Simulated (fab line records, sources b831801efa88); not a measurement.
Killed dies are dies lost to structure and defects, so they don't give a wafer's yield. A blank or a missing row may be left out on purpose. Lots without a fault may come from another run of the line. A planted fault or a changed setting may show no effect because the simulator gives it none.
One fault seen from 2 desks | flow gf180mcu | each desk has only its own numbers; what lay behind them comes last

THE TOOL OWNER'S DESK: cmp-01
The tool's own readings at GF_CONTACT_CMP_04 (polishes SiO2): means of the sampled wafers that have a number, for each lot that ran on this tool. A lot is out of limits, marked OUT, if its mean lies more than 4 standard deviations from the usual mean; the brackets give that distance.
Columns: A = motor_current_A at GF_CONTACT_CMP_04, usual 11.8 A; B = time_to_endpoint_s at GF_CONTACT_CMP_04, usual 109 s
lot  | first seen here | A    | B
L125 | day 15 23:40    | 12.1 | 108
L127 | day 16 17:29    | 11.7 | 105
L133 | day 18 21:56    | 12.2 | 109
L134 | day 19 10:22    | 12.5 | 102
L136 | day 19 23:14    | 11.9 | 75 (-5.2) OUT
L140 | day 21 08:56    | 11.5 | 82 (-4.1) OUT
This desk's finding: out of limits on L136, L140; first on L136, day 19 23:14 (time_to_endpoint_s at GF_CONTACT_CMP_04). In limits: L125, L127, L133, L134.

THE METROLOGY DESK
What the gauges read, lot by lot, whatever tool the lot ran on: means of the sampled wafers that have a number. A lot is out of limits, marked OUT, if its mean lies more than 4 standard deviations from the usual mean; the brackets give that distance.
Columns: A = CONTACT_CVD_00_THK at GF_CONTACT_THK_MEAS_01, usual 299 nm
lot  | first seen here | A
L123 | day 15 05:14    | 301
L124 | day 15 17:25    | 300
L125 | day 15 23:28    | 298
L126 | day 16 10:16    | 298
L127 | day 16 17:14    | 303
L128 | day 16 23:47    | 299
L129 | day 17 09:44    | 299
L130 | day 18 02:59    | 301
L131 | day 18 09:19    | 299
L132 | day 18 18:16    | 297
L133 | day 18 21:42    | 297
L134 | day 19 10:12    | 299
L136 | day 19 23:00    | 299
L140 | day 21 08:45    | 298
This desk's finding: nothing out of limits on any of the 14 lots.

PUT TOGETHER
The tool owner's desk could have raised an alarm at day 19 23:14, on L136, L140.
The metrology desk saw nothing out of limits.
The metrology desk has L136, L140 on record, within its limits.
Of the lots named, all ran GF_CONTACT_CMP_04 on cmp-01.

WHAT THE SIMULATOR HAD PUT IN
Process parameter drift: cmp-01, from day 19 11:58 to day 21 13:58, at GF_CONTACT_CMP_04. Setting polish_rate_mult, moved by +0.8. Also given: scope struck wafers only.
Lots struck among those shown: L136, L140.
Hours from the fault's start to each desk's first reading out of limits: the tool owner's desk, 11.
